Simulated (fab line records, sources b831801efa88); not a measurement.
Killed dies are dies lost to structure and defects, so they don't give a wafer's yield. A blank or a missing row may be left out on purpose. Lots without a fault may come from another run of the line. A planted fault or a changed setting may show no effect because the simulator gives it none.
A struck lot beside a sound one | flow sky130 | 15 steps out of a route of 708
Sound: wafers L214.1, L214.2, L214.6. Struck: wafers L222.1, L222.4, L222.5. The cause comes at the end.
At each step with rows: each side's tool, then ch and its chambers, then its first start. Under that, the readings that differ: sound wafers | struck wafers | difference of the means | sigmas: that difference in standard deviations of wafers without a fault.
alike: readings whose means differ by less than 2 such deviations, and words and numbers that are the same on both sides. not compared: withheld readings, readings that some wafer has no value for, bounds like >300 that may hide the same value, and numbers for which the record gives no deviation and whose values overlap.
The two part at a step that has a row with sigmas, a row that says differs or no value, or rows on one side only. Numbers that don't overlap but have no deviation are shown without sigmas and don't part them. A reading that every wafer of one side lacks parts them only if that side has two wafers or more.

first, 5 steps without rows for these wafers: SKY_LDD_N_COAT_02 (resist thk 300 nm); SKY_LDD_N_SOFTBAKE_03 (time 60 s); SKY_LDD_N_EXPOSE_04 (exposes mask NTM, target cd 840 nm); SKY_LDD_N_PEB_05; SKY_LDD_N_DEVELOP_06 (develop time 60 s).
SKY_LDD_N_OVL_MEAS_07:
  sound on overlay-02, day 19 04:16; struck on overlay-02, day 22 23:25
  alike: LDD_N_OVL
then, 6 steps without rows for these wafers: SKY_LDD_N_IMPLANT_08; SKY_LDD_N_IMPLANT_09; SKY_LDD_N_IMPLANT_10; SKY_LDD_N_IMPLANT_11; SKY_LDD_N_IMPLANT_12; SKY_LDD_N_IMPLANT_13.
SKY_LDD_N_IMPLANT_14:
  sound on implanter-04 ch 0, day 19 05:12; struck on implanter-02 ch 0, day 23 00:22
  reading            | sound                         | struck                        | difference | sigmas
  dose_ions_cm2      | 5.003e+12 5.014e+12 5.004e+12 | 7.075e+12 7.076e+12 7.079e+12 | +2.070e+12 | +99 or more
  faraday_current_uA | 28.2 27.8 28.9                | 39.0 40.1 40.4                | +11.5      | +20
  alike: beam_energy_keV, rotation_deg
then, 1 step without rows for these wafers: SKY_LDD_N_IMPLANT_15.
-- the record jumps here: 26 days lie between the struck wafers' starts before and after (it left off in module LDD_N and takes up again in module PAD_OPEN, whose first step shown is number 708 of the route) --
SKY_PAD_OPEN_PROBE_99:
  sound on prober-01, day 46 22:42; struck on prober-01, day 49 04:57
  alike: killed_at_M0_to_M3, killed_at_M4_up, killed_at_contacts, killed_at_front_end, killed_at_other, killed_dies, killed_open, killed_short
  not compared: model.etest.nfet_01v8_swapped.vt_sat_v, model.etest.nfet_01v8_lvt.vt_v

WHERE THEY PART
Only at SKY_LDD_N_IMPLANT_14, within this record. Later steps at which nothing parts them and some readings are alike: SKY_PAD_OPEN_PROBE_99.

WHY: what the simulator had put in
Process parameter drift: implanter-02, from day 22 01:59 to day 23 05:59, at SKY_LDD_N_IMPLANT_14. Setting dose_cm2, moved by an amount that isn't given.
